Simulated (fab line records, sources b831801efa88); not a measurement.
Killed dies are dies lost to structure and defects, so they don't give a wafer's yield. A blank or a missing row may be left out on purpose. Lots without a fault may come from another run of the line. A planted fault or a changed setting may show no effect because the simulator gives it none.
Which tool did it? | flow sky130 | 11 lots, 33 wafers sampled, at 3 steps of a route of 708

WHAT THE GAUGES READ, wafer by wafer
SKY_NWELL_TW_MEAS_26. Usual: NWELL_2_TW 502, standard deviation 7.9.
lot  | measured     | on            | NWELL_2_TW              | flag
L160 | day 5 13:35  | film_metro-04 | 493 494 493             |
L167 | day 7 06:28  | film_metro-01 | 542 539 540 538 541 541 | OFF
L168 | day 7 14:59  | film_metro-04 | 492 495 493             |
L169 | day 8 00:24  | film_metro-02 | 529 529 531             | OFF
L170 | day 8 02:29  | film_metro-01 | 544 540 542 539 540 539 | OFF
L171 | day 8 08:02  | film_metro-01 | 510 513 509             |
L172 | day 8 12:50  | film_metro-01 | 511 512 511             |
L176 | day 9 23:02  | film_metro-04 | 489 491 493             |
L178 | day 10 03:59 | film_metro-01 | 513 511 512             |
L179 | day 10 12:08 | film_metro-02 | 502 503 499             |
L181 | day 10 20:17 | film_metro-02 | 500 501 501             |

SKY_VT_ADJUST_HVTP_OVL_MEAS_08. Usual: VT_ADJUST_HVTP_OVL -0.5 nm, standard deviation 1.4.
lot  | measured     | on         | VT_ADJUST_HVTP_OVL (nm) | flag
L160 | day 6 08:58  | overlay-02 | -0.1 -1.9 -0.7          |
L167 | day 8 03:32  | overlay-02 | -0.8 -1.0 -0.6          |
L168 | day 8 11:34  | overlay-01 | -1.1 -2.7 -4.8          |
L169 | day 8 21:50  | overlay-02 | -0.8 -1.2 -1.9          |
L170 | day 9 00:18  | overlay-02 | -0.3 0.0 0.3            |
L171 | day 9 05:25  | overlay-02 | -1.4 0.1 0.3            |
L172 | day 9 10:38  | overlay-01 | -0.2 -0.5 -1.6          |
L176 | day 10 22:40 | overlay-02 | 0.6 0.1 -0.6            |
L178 | day 11 02:22 | overlay-01 | -1.9 -3.1 -2.6          |
L179 | day 11 11:34 | overlay-02 | 0.9 1.6 2.1             |
L181 | day 11 20:18 | overlay-02 | 2.0 1.5 0.2             |

WHICH TOOL RAN EACH LOT (tool, then ch and the chambers of the sampled wafers, then the start)
lot  | SKY_NWELL_IMPLANT_24
L160 | implanter-03 ch 0, day 5 13:21
L167 | implanter-03 ch 0, day 7 06:14
L168 | implanter-01 ch 0, day 7 14:46
L169 | implanter-03 ch 0, day 8 00:10
L170 | implanter-03 ch 0, day 8 02:14
L171 | implanter-04 ch 0, day 8 07:47
L172 | implanter-04 ch 0, day 8 12:37
L176 | implanter-01 ch 0, day 9 22:47
L178 | implanter-04 ch 0, day 10 03:44
L179 | implanter-01 ch 0, day 10 11:53
L181 | implanter-03 ch 0, day 10 20:02
- SKY_NWELL_IMPLANT_24

WHAT THE TOOLS THEMSELVES READ (means of the sampled wafers that have a number; where no wafer has one, the mark that the record gives instead)
SKY_NWELL_IMPLANT_24. Usual: beam_on_s 9.99 s, standard deviation 0.22; dose_ions_cm2 9.2e+12, standard deviation 9.8e+09; faraday_current_uA 51.9, standard deviation 1.1.
lot  | tool         | beam_on_s (s) | dose_ions_cm2 | faraday_current_uA | flag
L160 | implanter-03 | 10.22         | 9.2e+12       | 50.9               |
L167 | implanter-03 | 9.86          | 1.1e+13       | 63.5               | OFF
L168 | implanter-01 | 10.15         | 9.2e+12       | 51.0               |
L169 | implanter-03 | 10.08         | 1.1e+13       | 62.0               | OFF
L170 | implanter-03 | 9.92          | 1.1e+13       | 63.0               | OFF
L171 | implanter-04 | 9.96          | 9.2e+12       | 52.1               |
L172 | implanter-04 | 9.85          | 9.2e+12       | 52.6               |
L176 | implanter-01 | 10.27         | 9.2e+12       | 50.6               |
L178 | implanter-04 | 9.75          | 9.2e+12       | 53.2               |
L179 | implanter-01 | 9.97          | 9.2e+12       | 52.1               |
L181 | implanter-03 | 9.90          | 9.2e+12       | 52.4               |

THE ANSWER, worked out from the rows above alone
Rule: a lot is off if the mean of its wafers that have a number lies more than 3 standard deviations from the usual mean. A lot without any number at a reading at which 4 lots or more have one is off too. The other lots that the step has rows for count as sound. The gauges are gone through in route order, then the tools' own readings, and for those a lot's mean is taken as printed above. The first step at which some lot is off is used, and at that step the reading that is off furthest; a lot without a number counts as furthest.
Off: L167, L169, L170, at SKY_NWELL_TW_MEAS_26 (NWELL_2_TW).
A tool fits if, at a process step before that reading, it ran every lot that is off, and no sound lot after the first of them. The gauges at SKY_NWELL_TW_MEAS_26 aren't tried: what is off there is off at SKY_NWELL_IMPLANT_24 too, on other tools, and a gauge's error can't cause that. None of those tried fits.

WHAT THE SIMULATOR HAD PUT IN
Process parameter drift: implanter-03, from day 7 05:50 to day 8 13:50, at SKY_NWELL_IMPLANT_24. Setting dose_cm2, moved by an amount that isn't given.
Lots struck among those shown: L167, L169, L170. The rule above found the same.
